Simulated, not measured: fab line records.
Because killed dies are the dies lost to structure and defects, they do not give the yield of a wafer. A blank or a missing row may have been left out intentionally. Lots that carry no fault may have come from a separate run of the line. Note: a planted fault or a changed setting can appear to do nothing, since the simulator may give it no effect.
Comparing a struck lot with a sound one / flow sky130 / 14 steps out of a route of 708
Sound: these wafers, L759.1, L759.3, L759.5. Wafers struck: L761.1, L761.3, L761.6. Last of all comes the cause.
Each step with rows lists, per side, the tool, then ch with its chambers, then its first start. Under that, the readings that differ: sound wafers / struck wafers / difference of the means / sigmas: that difference in standard deviations of wafers without a fault.
alike: same words and numbers on both sides, and readings whose means sit less than 2 such deviations apart. not compared: any withheld reading, any reading some wafer has no value for, any bound like >300 that may hide the same value, and any number with overlapping values for which the record gives no deviation.
The two part at a step that has a row with sigmas, a row that says differs or no value, or rows on one side only. When numbers do not overlap yet have no deviation, they are printed without sigmas and do not part them. Lack of a reading on every wafer of one side parts them only where that side has two or more wafers.

first, 1 step without rows for these wafers: SKY_CAPM_DEVELOP_11 (develop time 60 s).
SKY_CAPM_OVL_MEAS_12:
  struck on overlay-02, day 38 11:07; sound on overlay-02, day 37 21:39
  alike: CAPM_OVL
SKY_CAPM_METAL_ETCH_13: etches TiN in Cl2/BCl3, stops on SiO2, target depth 220 nm, time 62.9 s.
  sound on rie-metal-01 ch 1, day 37 21:41; struck on rie-metal-02 ch 0, day 38 11:10
  alike: chamber-pressure-mTorr, drypump-motor-current-A, oes-product-au, throttle-valve-pct
  not compared: rf-hours-counter-h
SKY_CAPM_STRIP_14: strips in O2/N2.
  sound on plasma-asher-04 ch 0,1, day 37 21:50; struck on plasma-asher-01 ch 0,1, day 38 11:14
  alike: chamber-pressure-mTorr, drypump-motor-current-A, oes-product-au, strip-time-to-endpoint-s
  not compared: rf-hours-counter-h
then, 8 steps without rows for these wafers: SKY_CAPM_STRIP_15 (strips in post etch residue remover, time 1200 s); SKY_CAPM_CLEAN_16 (cleans in IPA, time 180 s); SKY_CAPM_CLEAN_17 (cleans in O3/DIW); SKY_METAL3_DEHYDRATE_05 (time 60 s); SKY_METAL3_HMDS_06 (prime time 60 s); SKY_METAL3_COAT_07 (resist thk 60 nm); SKY_METAL3_COAT_08 (resist thk 1140 nm); SKY_METAL3_SOFTBAKE_09 (time 90 s).
SKY_METAL3_EXPOSE_10: exposes mask MM3, target cd 300 nm.
  struck on krf-scanner-01, day 39 00:46; sound on krf-scanner-01 ch 0, day 38 11:30
  no value came back on the struck wafers for exposure-dose-mJ-cm2, focus-offset-nm (nm), reticle-temp-C (C); on the sound wafers exposure-dose-mJ-cm2 reads 28.028 28.026 28.054
  alike: mask
after that, 1 step had no rows for these wafers: SKY_METAL3_PEB_11.

WHERE THEY PART
Within this record, at SKY_METAL3_EXPOSE_10 only.

WHY: what the simulator had put in
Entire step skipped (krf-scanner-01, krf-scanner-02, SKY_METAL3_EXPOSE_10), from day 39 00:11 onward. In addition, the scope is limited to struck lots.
